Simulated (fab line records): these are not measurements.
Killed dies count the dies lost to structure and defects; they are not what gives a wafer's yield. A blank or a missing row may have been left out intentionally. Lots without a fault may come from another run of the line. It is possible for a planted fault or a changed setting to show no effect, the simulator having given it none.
A lot that was struck, set against a sound lot / flow sky130 / 16 steps out of a route of 708
Sound: these wafers, L894.4, L894.5, L894.6. Struck: wafer L901.4. (L901.2, L901.3 of the same lot were not struck and are left out.) The cause comes at the end.
Per side, at each step with rows, come the tool, then ch with its chambers, and then its first start. Under that, the readings that differ: sound wafers / struck wafers / difference of the means / sigmas: that difference in standard deviations of wafers without a fault.
alike: a reading whose means differ by less than 2 such deviations, as well as words and numbers matching on both sides. not compared: withheld readings; readings where some wafer has no value; bounds like >300 that might hide an equal value; numbers whose values overlap and for which the record gives no deviation.
The two part at a step that has a row with sigmas, a row that says differs or no value, or rows on one side only. Numbers that have no deviation but don't overlap get no sigmas and don't part them. A reading missing from all wafers of one side parts the sides only when that side holds two or more wafers.

first, 7 steps without rows for these wafers: SKY_METAL3_HMDS_06 (prime time 60 s); SKY_METAL3_COAT_07 (resist thk 60 nm); SKY_METAL3_COAT_08 (resist thk 1140 nm); SKY_METAL3_SOFTBAKE_09 (time 90 s); SKY_METAL3_EXPOSE_10 (exposes mask MM3, target cd 300 nm); SKY_METAL3_PEB_11; SKY_METAL3_DEVELOP_12 (develop time 60 s).
SKY_METAL3_CD_MEAS_13: target cd 300 nm.
  sound: cd sem-02 at day 40 00:34; struck: cd sem-02 at day 42 05:59
  alike: cd nm
SKY_METAL3_OVL_MEAS_14:
  sound: overlay-01 at day 40 00:39; struck: overlay-02 at day 42 06:05
  alike: METAL3_OVL
SKY_METAL3_DESCUM_15: chemistry O2, time 8 s.
  sound on rie metal-01 ch 0,1, day 40 00:41; struck on rie metal-02 ch 1, day 42 06:07
  alike: drypump motor current A, oes product au
  not compared: rf hours counter h
SKY_METAL3_ETCH_16: etches BARC in N2/H2, stops on SiO2, time 88.2 s, target depth 60 nm.
  sound on rie metal-01 ch 0,1, day 40 00:44; struck on rie metal-02 ch 1, day 42 06:10
  alike: drypump motor current A, oes product au, throttle valve pct
  not compared: rf hours counter h
SKY_METAL3_ETCH_17: etches SiO2 in C4F8/O2/Ar, stops on TiN, time 3.9 s, target depth 15 nm.
  sound on rie diel-02 ch 1,2,3, day 40 00:48; struck on rie diel-03 ch 1, day 42 06:15
  alike: oes product au
  not compared: rf hours counter h
SKY_METAL3_METAL_ETCH_18: etches the open film in Cl2/BCl3, stops on SiO2, target depth 845 nm, time 183.1 s.
  sound on rie metal-02 ch 0,1, day 40 00:52; struck on rie metal-04 ch 0, day 42 06:16
reading=drypump motor current A (A); sound=6.2 5.8 6.2; struck=5.0; difference=-1.1; sigmas=-2
reading=model.KrF-thick_of_METAL3_COAT_08.thk nm (nm); sound=509.4 521.5 507.5; struck=612.3; difference=+99.5; sigmas=
reading=model.METAL3.cd nm (nm); sound=300.9 303 300.3; struck=306.2; difference=+4.8; sigmas=
reading=model.SiO2_of_VIA2_HDPCVD_00.thk nm (nm); sound=463.9 463.5 462.9; struck=468.6; difference=+5.2; sigmas=
  alike: oes product au, throttle valve pct
  not compared: rf hours counter h
SKY_METAL3_STRIP_19: strips in O2/N2.
  sound on plasma asher-03 ch 0,1, day 40 01:02; struck on plasma asher-04 ch 1, day 42 06:27
reading=drypump motor current A (A); sound=6.28 6.28 6.14; struck=5.55; difference=-0.68; sigmas=-3
reading=oes product au (a.u.); sound=0.490 0.501 0.495; struck=0.533; difference=+0.038; sigmas=+6
reading=strip time to endpoint s (s); sound=6.36 6.47 6.35; struck=7.40; difference=+1.01; sigmas=+8
  alike: o2 flow sccm
  not compared: rf hours counter h
then, 1 step without rows for these wafers: SKY_METAL3_STRIP_20 (strips in post etch residue remover, time 1200 s).
-- the record jumps here: 7 days lie between the struck wafers' starts before and after (it left off in module METAL3 and takes up again in module PAD_OPEN, whose first step shown is number 708 of the route) --
SKY_PAD_OPEN_PROBE_99:
  sound: prober-02 at day 47 00:49; struck: prober-01 at day 48 20:09
reading=model.etest.met3 comb.leak log10 a um; sound=-12.11 -11.98 -11.85; struck=-11.65; difference=+0.33; sigmas=
  alike: defect limited yield, killed_at_M0_to_M3, killed_at_M4_up, killed at contacts, killed at front end, killed at other, killed dies, killed open, killed short, sort_bin_3_pad_short, sort_bin_5_function, sort_bin_6_memory, sort n pass, sort yield pct
  not compared: model.etest.met3.width nm

## WHERE THEY PART
Earliest at SKY_METAL3_METAL_ETCH_18; latest, in this record, at SKY_METAL3_STRIP_19. Later steps at which nothing parts them and some readings are alike: SKY_PAD_OPEN_PROBE_99.

WHY: what the simulator had put in
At SKY_METAL3_METAL_ETCH_18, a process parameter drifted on rie metal-04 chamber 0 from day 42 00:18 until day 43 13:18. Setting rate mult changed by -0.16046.
